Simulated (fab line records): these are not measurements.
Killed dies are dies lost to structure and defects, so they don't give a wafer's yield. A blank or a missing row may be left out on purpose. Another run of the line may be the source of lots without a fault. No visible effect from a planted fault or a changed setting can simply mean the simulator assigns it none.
fab line records / flow sfq-line
record lots=6 wafers=17 last-day=94
route steps=325 shown INCOMING@1 L0@3
lots that met no fault: taken from a fault-free run of the same line
start-h: start of the lot's first displayed wafer, in hours after the record's first day / wait-h: time in hours since the lot's previous step / " unchanged from the row above / L1.1+2: one row covering several wafers at once / - value missing, or start not given / * or withheld: withheld / < > ~ a bound
route shown NAME@n: a module of which the file shows steps, and the number in the route of the first / usual: mean/standard deviation of fault-free wafers / same: alike in all rows / chamber/n: place in a boat / sites: per-site readings / _std_site: their standard deviation / _edge_site: mean of outer sites minus mean of inner sites / radius-mm: for every site, how far away it sits from the centre of the wafer / mask NAME#n: copy n / behind: tool/chamber where the wafer was last shaped / hold: reason for holding the lot/hours on hold/outcome of the hold / device: transistor that didn't switch, given as n, p or np / end of line: tests of these same wafers at the route's end / where a step has no rows: the recipe by itself / killed: count of dies lost to structure and defects at first sort (not the wafer's yield) / map: per-die view of a wafer (x killed, . not killed, _ where there is no die)
set.NAME: the setting that was run; set.NAME@STEP: the one run at that earlier step / model.NAME: the simulator's own value behind a step, which no gauge read
a table for each step, a row for each wafer; lots at some steps of the route
services: from which hour (start-h, from the record's first day; less than 0 if before it) a tool's chamber was out of use, for how many hours, and why
## steps
# step SFQ_INCOMING_BOW_MEAS_900
# recipe mode=bow
# usual INCOMING_BOW=0/6.5
lot.wafer=L986.2 tool=film-metro-02 chamber=- start-h=10.02 wait-h=- INCOMING_BOW[um]=1
lot.wafer=L986.3 tool=film-metro-02 chamber=- start-h=10.02 wait-h=- INCOMING_BOW[um]=9
lot.wafer=L986.4 tool=film-metro-02 chamber=- start-h=10.02 wait-h=- INCOMING_BOW[um]=-3
lot.wafer=L987.3 tool=film-metro-01 chamber=- start-h=15.04 wait-h=- INCOMING_BOW[um]=-15
lot.wafer=L987.4 tool=film-metro-01 chamber=- start-h=15.04 wait-h=- INCOMING_BOW[um]=4
lot.wafer=L987.5 tool=film-metro-01 chamber=- start-h=15.04 wait-h=- INCOMING_BOW[um]=5
lot.wafer=L100.3 tool=film-metro-04 chamber=- start-h=80.04 wait-h=- INCOMING_BOW[um]=6
lot.wafer=L100.4 tool=film-metro-04 chamber=- start-h=80.04 wait-h=- INCOMING_BOW[um]=-1
lot.wafer=L100.6 tool=film-metro-04 chamber=- start-h=80.04 wait-h=- INCOMING_BOW[um]=1
lot.wafer=L101.1 tool=film-metro-02 chamber=- start-h=85.00 wait-h=- INCOMING_BOW[um]=-5
lot.wafer=L101.3 tool=film-metro-02 chamber=- start-h=85.00 wait-h=- INCOMING_BOW[um]=3
lot.wafer=L101.6 tool=film-metro-02 chamber=- start-h=85.00 wait-h=- INCOMING_BOW[um]=-4
lot.wafer=L104.4 tool=film-metro-02 chamber=- start-h=100.06 wait-h=- INCOMING_BOW[um]=-13
lot.wafer=L104.5 tool=film-metro-02 chamber=- start-h=100.06 wait-h=- INCOMING_BOW[um]=-6
lot.wafer=L108.4 tool=film-metro-02 chamber=- start-h=120.06 wait-h=- INCOMING_BOW[um]=5
lot.wafer=L108.5 tool=film-metro-02 chamber=- start-h=120.06 wait-h=- INCOMING_BOW[um]=-2
lot.wafer=L108.6 tool=film-metro-02 chamber=- start-h=120.06 wait-h=- INCOMING_BOW[um]=-7
# step SFQ_TRILAYER_INCOMING_OXIDATION_002
# recipe temp-c=1000 ambient=H2O target-thk-a=5000 p-h2o-torr=720 ox-time-s=4939
# step SFQ_TRILAYER_L0_DEP_SPUTTER_003
# recipe material=MoNx_KI base-pressure-pa=1.33e-06 target-thk-nm=40 power-w=800 time-s=100 chamber-pressure-pa=0.4
# usual throttle-valve-pct=29.1/1.4
lot.wafer=L986.2 tool=pvd-sputter-05 chamber=- start-h=12.49 wait-h=0.0 throttle-valve-pct=27.7
lot.wafer=L986.3 tool=pvd-sputter-05 chamber=- start-h=12.49 wait-h=0.0 throttle-valve-pct=28.4
lot.wafer=L986.4 tool=pvd-sputter-05 chamber=- start-h=12.49 wait-h=0.0 throttle-valve-pct=27.4
lot.wafer=L987.3 tool=pvd-sputter-05 chamber=- start-h=17.49 wait-h=0.0 throttle-valve-pct=27.6
lot.wafer=L987.4 tool=pvd-sputter-05 chamber=- start-h=17.49 wait-h=0.0 throttle-valve-pct=29.7
lot.wafer=L987.5 tool=pvd-sputter-05 chamber=- start-h=17.49 wait-h=0.0 throttle-valve-pct=29.4
lot.wafer=L100.3 tool=pvd-sputter-05 chamber=- start-h=82.49 wait-h=0.0 throttle-valve-pct=28.3
lot.wafer=L100.4 tool=pvd-sputter-05 chamber=- start-h=82.49 wait-h=0.0 throttle-valve-pct=29.6
lot.wafer=L100.6 tool=pvd-sputter-05 chamber=- start-h=82.49 wait-h=0.0 throttle-valve-pct=29.7
lot.wafer=L101.1 tool=pvd-sputter-05 chamber=- start-h=87.49 wait-h=0.0 throttle-valve-pct=29.4
lot.wafer=L101.3 tool=pvd-sputter-05 chamber=- start-h=87.49 wait-h=0.0 throttle-valve-pct=28.2
lot.wafer=L101.6 tool=pvd-sputter-05 chamber=- start-h=87.49 wait-h=0.0 throttle-valve-pct=27.9
lot.wafer=L104.4 tool=pvd-sputter-03 chamber=- start-h=102.49 wait-h=0.0 throttle-valve-pct=30.9
lot.wafer=L104.5 tool=pvd-sputter-03 chamber=- start-h=102.49 wait-h=0.0 throttle-valve-pct=31.6
lot.wafer=L108.4 tool=pvd-sputter-05 chamber=- start-h=122.49 wait-h=0.0 throttle-valve-pct=27.8
lot.wafer=L108.5 tool=pvd-sputter-05 chamber=- start-h=122.49 wait-h=0.0 throttle-valve-pct=27.1
lot.wafer=L108.6 tool=pvd-sputter-05 chamber=- start-h=122.49 wait-h=0.0 throttle-valve-pct=27.6
# step SFQ_L0_RS_MEAS_901
# recipe thk-meas-gauge=four-point-probe reads=MoNx_KI_of_TRILAYER_L0_DEP_SPUTTER_003
# usual L0_MONX_KI_RS=43.2/0.66
lot.wafer=L986.2 tool=film-metro-02 chamber=- start-h=12.58 wait-h=0.1 L0_MONX_KI_RS[ohm/sq]=42.4
lot.wafer=L986.3 tool=film-metro-02 chamber=- start-h=12.58 wait-h=0.1 L0_MONX_KI_RS[ohm/sq]=43.5
lot.wafer=L986.4 tool=film-metro-02 chamber=- start-h=12.58 wait-h=0.1 L0_MONX_KI_RS[ohm/sq]=44.3
lot.wafer=L987.3 tool=film-metro-03 chamber=- start-h=17.60 wait-h=0.1 L0_MONX_KI_RS[ohm/sq]=44.3
lot.wafer=L987.4 tool=film-metro-03 chamber=- start-h=17.60 wait-h=0.1 L0_MONX_KI_RS[ohm/sq]=43.3
lot.wafer=L987.5 tool=film-metro-03 chamber=- start-h=17.60 wait-h=0.1 L0_MONX_KI_RS[ohm/sq]=43.5
lot.wafer=L100.3 tool=film-metro-03 chamber=- start-h=82.60 wait-h=0.1 L0_MONX_KI_RS[ohm/sq]=43.7
lot.wafer=L100.4 tool=film-metro-03 chamber=- start-h=82.60 wait-h=0.1 L0_MONX_KI_RS[ohm/sq]=43.5
lot.wafer=L100.6 tool=film-metro-03 chamber=- start-h=82.60 wait-h=0.1 L0_MONX_KI_RS[ohm/sq]=43.3
lot.wafer=L101.1 tool=film-metro-03 chamber=- start-h=87.56 wait-h=0.0 L0_MONX_KI_RS[ohm/sq]=42.8
lot.wafer=L101.3 tool=film-metro-03 chamber=- start-h=87.56 wait-h=0.0 L0_MONX_KI_RS[ohm/sq]=43.2
lot.wafer=L101.6 tool=film-metro-03 chamber=- start-h=87.56 wait-h=0.0 L0_MONX_KI_RS[ohm/sq]=42.2
lot.wafer=L104.4 tool=film-metro-03 chamber=- start-h=102.62 wait-h=0.1 L0_MONX_KI_RS[ohm/sq]=42.6
lot.wafer=L104.5 tool=film-metro-03 chamber=- start-h=102.62 wait-h=0.1 L0_MONX_KI_RS[ohm/sq]=43.7
lot.wafer=L108.4 tool=film-metro-03 chamber=- start-h=122.62 wait-h=0.1 L0_MONX_KI_RS[ohm/sq]=42.8
lot.wafer=L108.5 tool=film-metro-03 chamber=- start-h=122.62 wait-h=0.1 L0_MONX_KI_RS[ohm/sq]=43.1
lot.wafer=L108.6 tool=film-metro-03 chamber=- start-h=122.62 wait-h=0.1 L0_MONX_KI_RS[ohm/sq]=41.6
# step SFQ_L0_THK_MEAS_902
# recipe thk-meas-gauge=xrf reads=MoNx_KI_of_TRILAYER_L0_DEP_SPUTTER_003
# usual L0_MONX_KI_THK=39.6/0.61
lot.wafer=L986.2 tool=film-metro-02 chamber=- start-h=12.69 wait-h=0.1 L0_MONX_KI_THK[nm]=40.3
lot.wafer=L986.3 tool=film-metro-02 chamber=- start-h=12.69 wait-h=0.1 L0_MONX_KI_THK[nm]=39.5
lot.wafer=L986.4 tool=film-metro-02 chamber=- start-h=12.69 wait-h=0.1 L0_MONX_KI_THK[nm]=38.7
lot.wafer=L987.3 tool=film-metro-03 chamber=- start-h=17.70 wait-h=0.1 L0_MONX_KI_THK[nm]=38.5
lot.wafer=L987.4 tool=film-metro-03 chamber=- start-h=17.70 wait-h=0.1 L0_MONX_KI_THK[nm]=39.7
lot.wafer=L987.5 tool=film-metro-03 chamber=- start-h=17.70 wait-h=0.1 L0_MONX_KI_THK[nm]=39.3
lot.wafer=L100.3 tool=film-metro-03 chamber=- start-h=82.70 wait-h=0.1 L0_MONX_KI_THK[nm]=39.4
lot.wafer=L100.4 tool=film-metro-03 chamber=- start-h=82.70 wait-h=0.1 L0_MONX_KI_THK[nm]=39.4
lot.wafer=L100.6 tool=film-metro-03 chamber=- start-h=82.70 wait-h=0.1 L0_MONX_KI_THK[nm]=39.8
lot.wafer=L101.1 tool=film-metro-03 chamber=- start-h=87.68 wait-h=0.1 L0_MONX_KI_THK[nm]=39.8
lot.wafer=L101.3 tool=film-metro-03 chamber=- start-h=87.68 wait-h=0.1 L0_MONX_KI_THK[nm]=39.6
lot.wafer=L101.6 tool=film-metro-03 chamber=- start-h=87.68 wait-h=0.1 L0_MONX_KI_THK[nm]=40.4
lot.wafer=L104.4 tool=film-metro-03 chamber=- start-h=102.71 wait-h=0.1 L0_MONX_KI_THK[nm]=40.0
lot.wafer=L104.5 tool=film-metro-03 chamber=- start-h=102.71 wait-h=0.1 L0_MONX_KI_THK[nm]=39.2
lot.wafer=L108.4 tool=film-metro-03 chamber=- start-h=122.71 wait-h=0.1 L0_MONX_KI_THK[nm]=40.0
lot.wafer=L108.5 tool=film-metro-03 chamber=- start-h=122.71 wait-h=0.1 L0_MONX_KI_THK[nm]=39.6
lot.wafer=L108.6 tool=film-metro-03 chamber=- start-h=122.71 wait-h=0.1 L0_MONX_KI_THK[nm]=41.2
# step SFQ_TRILAYER_L0_LITHO_COAT_010
# recipe resist=BARC spin-rpm=3000 resist-thk-nm=62
# step SFQ_TRILAYER_L0_LITHO_COAT_005
# recipe resist=KrF spin-rpm=3000 resist-thk-nm=600
# step SFQ_TRILAYER_L0_LITHO_SOFTBAKE_009
# recipe temp-c=withheld time-s=withheld resist=KrF
# step SFQ_TRILAYER_L0_LITHO_EXPOSE_006
# recipe mask-id=L0 na=0.6 source-shape=conventional sigma-outer=0.65 target-cd-nm=2000 dose-mj=14.4
# step SFQ_TRILAYER_L0_LITHO_PEB_008
# recipe peb-temp-c=115 peb-time-s=60 resist=KrF
# usual heater-power-total-W=79.15/0.063
lot.wafer=L986.2 tool=litho-track-02 chamber=0 start-h=48.00 wait-h=0.8 heater-power-total-W=79.18
lot.wafer=L986.3 tool=litho-track-02 chamber=0 start-h=48.00 wait-h=0.8 heater-power-total-W=79.23
lot.wafer=L986.4 tool=litho-track-02 chamber=0 start-h=48.00 wait-h=0.8 heater-power-total-W=79.11
lot.wafer=L987.3 tool=litho-track-01 chamber=0 start-h=54.03 wait-h=0.7 heater-power-total-W=79.14
lot.wafer=L987.4 tool=litho-track-01 chamber=0 start-h=54.03 wait-h=0.7 heater-power-total-W=79.22
lot.wafer=L987.5 tool=litho-track-01 chamber=0 start-h=54.03 wait-h=0.7 heater-power-total-W=79.15
lot.wafer=L100.3 tool=litho-track-01 chamber=0 start-h=125.15 wait-h=0.7 heater-power-total-W=79.18
lot.wafer=L100.4 tool=litho-track-01 chamber=0 start-h=125.15 wait-h=0.7 heater-power-total-W=79.27
lot.wafer=L100.6 tool=litho-track-01 chamber=0 start-h=125.15 wait-h=0.7 heater-power-total-W=79.07
lot.wafer=L101.1 tool=litho-track-02 chamber=0 start-h=129.90 wait-h=1.0 heater-power-total-W=79.14
lot.wafer=L101.3 tool=litho-track-02 chamber=0 start-h=129.90 wait-h=1.0 heater-power-total-W=79.15
lot.wafer=L101.6 tool=litho-track-02 chamber=0 start-h=129.90 wait-h=1.0 heater-power-total-W=80.19
lot.wafer=L104.4 tool=litho-track-02 chamber=0 start-h=143.18 wait-h=0.5 heater-power-total-W=79.05
lot.wafer=L104.5 tool=litho-track-02 chamber=0 start-h=143.18 wait-h=0.5 heater-power-total-W=80.16
lot.wafer=L108.4 tool=litho-track-01 chamber=0 start-h=163.38 wait-h=0.5 heater-power-total-W=79.18
lot.wafer=L108.5 tool=litho-track-01 chamber=0 start-h=163.38 wait-h=0.5 heater-power-total-W=79.10
lot.wafer=L108.6 tool=litho-track-01 chamber=0 start-h=163.38 wait-h=0.5 heater-power-total-W=79.05
# step SFQ_TRILAYER_L0_LITHO_DEVELOP_007
# recipe time-s=60 resist=KrF
## services
tool=pvd-sputter-03 chamber=- start-h=-1.97 hours=1.8 kind=repair
tool=pvd-sputter-03 chamber=- start-h=69.02 hours=3.7 kind=repair
tool=pvd-sputter-03 chamber=- start-h=114.90 hours=3.7 kind=repair
tool=pvd-sputter-03 chamber=- start-h=147.96 hours=2.3 kind=repair
## key
first-sign step=SFQ_TRILAYER_L0_LITHO_PEB_008 reading=heater-power-total-W direction=up sigmas=16 usual=79.15 struck=80.17
effect none on later readings
met-at SFQ_TRILAYER_L0_LITHO_PEB_008
struck-wafers L101.6,L104.5
onset-between 48.00 129.90
fault kind=process-parameter-drift tool=litho-track-02 chamber=- onset-h=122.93 steps=SFQ_TRILAYER_L0_LITHO_PEB_008 channel=peb-time-s offset=* shape=step end-h=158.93 scope=struck-wafers-only acts-in=* stated=*
